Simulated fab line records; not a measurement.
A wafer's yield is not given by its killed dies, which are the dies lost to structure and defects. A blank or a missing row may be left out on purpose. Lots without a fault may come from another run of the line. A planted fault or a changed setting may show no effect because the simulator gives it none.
Shared-tool check | flow gf180mcu | Sample size 12 lots and 36 wafers

## THE REASON FOR OPENING IT
At GF_V2_RS_MEAS_24 the reading V2_W_RS is flagged on 1 of 12 lots. Fault-free wafers read 0.3259 ohm/sq, with a standard deviation of 0.003.
Rule: a lot is flagged in two cases, either no wafer of it has a number, or all its wafers with numbers fall more than 4 standard deviations from that mean. The other lots count as sound.

lot  | measured     | on            | V2_W_RS (ohm/sq), wafer by wafer | flag
L879 | day 20 17:14 | film-metro-02 | 0.3314 0.3328 0.3303             |
L881 | day 21 17:59 | film-metro-01 | 0.3266 0.3300 0.3320             |
L880 | day 21 18:37 | film-metro-02 | 0.3251 0.3255 0.3267             |
L882 | day 21 20:54 | film-metro-02 | 0.3259 0.3228 0.3247             |
L883 | day 22 14:25 | film-metro-04 | 0.3293 0.3266 0.3261             |
L886 | day 23 07:57 | film-metro-04 | 0.3695 0.3655 0.3713             | FLAGGED
L892 | day 25 10:13 | film-metro-01 | 0.3221 0.3247 0.3252             |
L893 | day 25 12:18 | film-metro-02 | 0.3278 0.3268 0.3290             |
L895 | day 26 04:44 | film-metro-04 | 0.3271 0.3304 0.3287             |
L899 | day 27 12:31 | film-metro-02 | 0.3275 0.3297 0.3314             |
L900 | day 27 17:24 | film-metro-01 | 0.3202 0.3262 0.3214             |
L901 | day 28 00:11 | film-metro-02 | 0.3237 0.3256 0.3264             |
Average over the flagged lots: 0.3688 ohm/sq; offset from the usual +0.0429 ohm/sq, equal to +14 standard deviations.

## WHICH TOOL RAN EACH LOT
2 process steps preceding the reading are held in the record, out of 602 steps in the route. Every cell lists first the tool, next ch and the chambers used by the sampled wafers, and last the start.
lot  | flag    | GF_V2_SPUTTER_21             | GF_V2_CVD_23
L879 |         | pvd-sputter-04, day 20 16:58 | cvd-w-01 ch 0,1, day 20 17:07
L881 |         | pvd-sputter-03, day 21 17:44 | cvd-w-01 ch 0,1, day 21 17:53
L880 |         | pvd-sputter-04, day 21 18:23 | cvd-w-02 ch 0,1, day 21 18:29
L882 |         | pvd-sputter-03, day 21 20:39 | cvd-w-02 ch 0,1, day 21 20:47
L883 |         | pvd-sputter-03, day 22 14:10 | cvd-w-01 ch 0,1, day 22 14:18
L886 | FLAGGED | pvd-sputter-04, day 23 07:35 | cvd-w-02 ch 1, day 23 07:46
L892 |         | pvd-sputter-03, day 25 10:00 | cvd-w-01 ch 0,1, day 25 10:06
L893 |         | pvd-sputter-03, day 25 12:04 | cvd-w-01 ch 0,1, day 25 12:10
L895 |         | pvd-sputter-02, day 26 04:31 | cvd-w-01 ch 0,1, day 26 04:37
L899 |         | pvd-sputter-02, day 27 12:17 | cvd-w-01 ch 0,1, day 27 12:23
L900 |         | pvd-sputter-03, day 27 17:09 | cvd-w-02 ch 0,1, day 27 17:17
L901 |         | pvd-sputter-04, day 27 23:59 | cvd-w-01 ch 0,1, day 28 00:05
What the steps here do:
- GF_V2_SPUTTER_21: material Ti, target thk 15 nm, time 80.02 s.
- GF_V2_CVD_23: deposits W, target thk 350 nm, time 104.94 s.
- GF_V2_RS_MEAS_24: measures by four-point-probe.

## FLAGGED AGAINST TOTAL, ONE TOOL AT A TIME (gauges that did the reading follow at the end)
step             | tool           | lots run | flagged | share of the flagged lots | sound lots run after its first flagged lot
GF_V2_SPUTTER_21 | pvd-sputter-02 | 2        | 0       | none                      | -
GF_V2_SPUTTER_21 | pvd-sputter-03 | 6        | 0       | none                      | -
GF_V2_SPUTTER_21 | pvd-sputter-04 | 4        | 1       | all                       | 1 (L901)
GF_V2_CVD_23     | cvd-w-01       | 8        | 0       | none                      | -
GF_V2_CVD_23     | cvd-w-02       | 4        | 1       | all                       | 1 (L900)
GF_V2_RS_MEAS_24 | film-metro-01  | 3        | 0       | none                      | -
GF_V2_RS_MEAS_24 | film-metro-02  | 6        | 0       | none                      | -
GF_V2_RS_MEAS_24 | film-metro-04  | 3        | 1       | all                       | 1 (L895)

## WHAT THE TABLE PERMITS
pvd-sputter-04 at GF_V2_SPUTTER_21, cvd-w-02 at GF_V2_CVD_23 and film-metro-04 at GF_V2_RS_MEAS_24: these 3 rows of the table ran every flagged lot.
- pvd-sputter-04 at GF_V2_SPUTTER_21 ran 4 lots, 1 of them flagged. After the first flagged lot (L901), sound lots still ran on it; a lasting fault on the whole tool would not permit that.
- cvd-w-02 at GF_V2_CVD_23 ran 4 lots, 1 of them flagged. After the first flagged lot (L900), sound lots still ran on it; a lasting fault on the whole tool would not permit that. Its own readings lie more than 4 standard deviations out on every wafer of the flagged lots: susceptor-temp-C.
- film-metro-04 at GF_V2_RS_MEAS_24 ran 3 lots, 1 of them flagged. After the first flagged lot (L895), sound lots still ran on it; a lasting fault on the whole tool would not permit that.
None of the table's rows ran every flagged lot and, after the first, no sound lot.

## WHAT HAD BEEN PUT IN BY THE SIMULATOR
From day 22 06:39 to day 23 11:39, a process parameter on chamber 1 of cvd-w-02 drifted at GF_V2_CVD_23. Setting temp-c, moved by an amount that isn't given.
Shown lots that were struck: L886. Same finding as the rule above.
